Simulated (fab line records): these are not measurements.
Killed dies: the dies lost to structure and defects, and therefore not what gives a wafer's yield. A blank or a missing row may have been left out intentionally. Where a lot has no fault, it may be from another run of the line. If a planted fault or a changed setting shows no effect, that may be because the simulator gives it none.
The tool behind it: which one? / flow sky130 / Sampling: 7 lots, 21 wafers, 2 of 708 route steps

== WHAT THE GAUGES SHOWED, per wafer ==
SKY_SONOS_ONO_THK_MEAS_05.
lot=L140; measured=day 12 14:49; on=film metro-02; SONOS_ONO_CVD_04_THK (nm)=5.80 5.76 5.79
lot=L144; measured=day 13 15:44; on=film metro-04; SONOS_ONO_CVD_04_THK (nm)=5.66 5.76 5.76
lot=L147; measured=day 14 17:02; on=film metro-04; SONOS_ONO_CVD_04_THK (nm)=6.30 6.36 6.28
lot=L155; measured=day 17 09:04; on=film metro-03; SONOS_ONO_CVD_04_THK (nm)=5.71 5.64 5.75
lot=L157; measured=day 17 22:06; on=film metro-02; SONOS_ONO_CVD_04_THK (nm)=5.81 5.81 5.85
lot=L159; measured=day 18 10:44; on=film metro-03; SONOS_ONO_CVD_04_THK (nm)=5.72 5.64 5.64
lot=L161; measured=day 19 10:14; on=film metro-04; SONOS_ONO_CVD_04_THK (nm)=5.79 5.77 5.77

== EACH LOT AND THE TOOL THAT RAN IT (in order: tool; ch and the chambers of the sampled wafers; start) ==
lot=L140; SKY_SONOS_ONO_CVD_04=lpcvd-03 ch 1, day 12 13:34
lot=L144; SKY_SONOS_ONO_CVD_04=lpcvd-03 ch 1, day 13 14:28
lot=L147; SKY_SONOS_ONO_CVD_04=lpcvd-03 ch 1, day 14 15:44
lot=L155; SKY_SONOS_ONO_CVD_04=lpcvd-03 ch 0, day 17 07:49
lot=L157; SKY_SONOS_ONO_CVD_04=lpcvd-03 ch 0, day 17 20:50
lot=L159; SKY_SONOS_ONO_CVD_04=lpcvd-03 ch 1, day 18 09:29
lot=L161; SKY_SONOS_ONO_CVD_04=lpcvd-03 ch 0, day 19 08:59
- SKY_SONOS_ONO_CVD_04: deposits SiO2 from SiH4/N2O, target thk 5.7199 nm.

== THE ANSWER, worked out from the rows above alone ==
Rule: usual is defined by the lots themselves. The widest of any qualifying gaps counts: lots, ordered by their means at a reading, are off when they make up no more than a third of the lots, leave a main group of 4 or more, and stand apart from it by 3 or more times the standard deviation of that group's means. Not used: any main group whose means are identical at the precision the tables above print for the reading. Also off: a lot with no number at a reading for which 4 or more lots have one. All remaining lots with rows at the step are treated as sound.
Off: at SKY_SONOS_ONO_THK_MEAS_05 (SONOS_ONO_CVD_04_THK), L147. Mean 5.75 nm and standard deviation 0.053 in the main group.
A tool fits if, at a process step before that reading, it ran every lot that is off, and no sound lot after the first of them. The gauges at SKY_SONOS_ONO_THK_MEAS_05 are tried like those tools. Not one of the candidates tried fits.

== WHAT THE SIMULATOR HAD PUT IN ==
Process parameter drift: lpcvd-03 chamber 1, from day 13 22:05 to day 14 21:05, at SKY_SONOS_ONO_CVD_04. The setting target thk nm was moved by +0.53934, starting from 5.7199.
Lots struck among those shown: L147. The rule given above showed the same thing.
